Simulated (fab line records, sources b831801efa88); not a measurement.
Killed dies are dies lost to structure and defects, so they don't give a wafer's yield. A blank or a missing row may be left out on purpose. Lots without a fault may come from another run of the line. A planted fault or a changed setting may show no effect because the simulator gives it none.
A struck lot beside a sound one | flow sky130 | 14 steps out of a route of 708
Sound: wafers L721.1, L721.2, L721.4. Struck: wafer L735.2. (L735.1 of the same lot was not struck and is left out.) The cause comes at the end.
At each step with rows: each side's tool, then ch and its chambers, then its first start. Under that, the readings that differ: sound wafers | struck wafers | difference of the means | sigmas: that difference in standard deviations of wafers without a fault.
alike: readings whose means differ by less than 2 such deviations, and words and numbers that are the same on both sides. not compared: withheld readings, readings that some wafer has no value for, bounds like >300 that may hide the same value, and numbers for which the record gives no deviation and whose values overlap.
The two part at a step that has a row with sigmas, a row that says differs or no value, or rows on one side only. Numbers that don't overlap but have no deviation are shown without sigmas and don't part them. A reading that every wafer of one side lacks parts them only if that side has two wafers or more.

SKY_LOCAL_INTERCONNECT_RS_MEAS_01: measures by four-point-probe.
  sound on film_metro-01, day 30 18:38; struck on film_metro-02, day 35 06:22
  alike: LOCAL_INTERCONNECT_TIN_RS
SKY_LOCAL_INTERCONNECT_THK_MEAS_02: measures by xrf.
  sound on film_metro-01, day 30 18:45; struck on film_metro-02, day 35 06:29
  alike: LOCAL_INTERCONNECT_TIN_THK
then, 8 steps without rows for these wafers: SKY_LOCAL_INTERCONNECT_DEHYDRATE_03 (time 60 s); SKY_LOCAL_INTERCONNECT_HMDS_04 (prime time 60 s); SKY_LOCAL_INTERCONNECT_COAT_05 (resist thk 60 nm); SKY_LOCAL_INTERCONNECT_COAT_06 (resist thk 450 nm); SKY_LOCAL_INTERCONNECT_SOFTBAKE_07 (time 90 s); SKY_LOCAL_INTERCONNECT_EXPOSE_08 (exposes mask LI1M, target cd 170 nm); SKY_LOCAL_INTERCONNECT_PEB_09; SKY_LOCAL_INTERCONNECT_DEVELOP_10 (develop time 60 s).
SKY_LOCAL_INTERCONNECT_CD_MEAS_11: target cd 170 nm.
  sound on cd_sem-02, day 31 21:41; struck on cd_sem-01, day 36 08:06
  alike: cd_nm
SKY_LOCAL_INTERCONNECT_OVL_MEAS_12:
  sound on overlay-02, day 31 21:48; struck on overlay-01, day 36 08:13
  alike: LOCAL_INTERCONNECT_OVL
SKY_LOCAL_INTERCONNECT_ETCH_13: etches BARC in N2/H2, stops on SiO2, time 45.9 s, target depth 60 nm.
  sound on rie_metal-02 ch 0,1, day 31 21:50; struck on rie_metal-02 ch 1, day 36 08:15
  reading                                                   | sound             | struck | difference | sigmas
  oes_product_au (a.u.)                                     | 0.851 0.856 0.855 | 0.827  | -0.027     | -6
  run_length_s (s)                                          | 73.7 74.4 74.2    | 77.1   | +3.0       | +4
  model.KrF-thick_of_LOCAL_INTERCONNECT_COAT_06.thk_nm (nm) | 392.7 392.2 393.6 | 390    | -3         |
  model.SiO2_of_SONOS_ONO_CVD_04.thk_nm (nm)                | 4.135 4.159 4.135 | 4.167  | +0.024     |
  alike: drypump_motor_current_A, h2_flow_sccm, throttle_valve_pct
  not compared: rf_hours_counter_h
SKY_LOCAL_INTERCONNECT_METAL_ETCH_14: etches TiN in Cl2/BCl3, stops on PSG, target depth 110 nm, time 31.4 s.
  sound on rie_metal-02 ch 0,1, day 31 21:54; struck on rie_metal-02 ch 1, day 36 08:23
  alike: drypump_motor_current_A, oes_product_au, run_length_s, throttle_valve_pct
  not compared: rf_hours_counter_h

WHERE THEY PART
Only at SKY_LOCAL_INTERCONNECT_ETCH_13, within this record. Later steps at which nothing parts them and some readings are alike: SKY_LOCAL_INTERCONNECT_METAL_ETCH_14.

WHY: what the simulator had put in
Process parameter drift: rie_metal-02, from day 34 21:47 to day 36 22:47, at SKY_LOCAL_INTERCONNECT_ETCH_13. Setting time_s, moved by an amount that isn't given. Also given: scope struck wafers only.
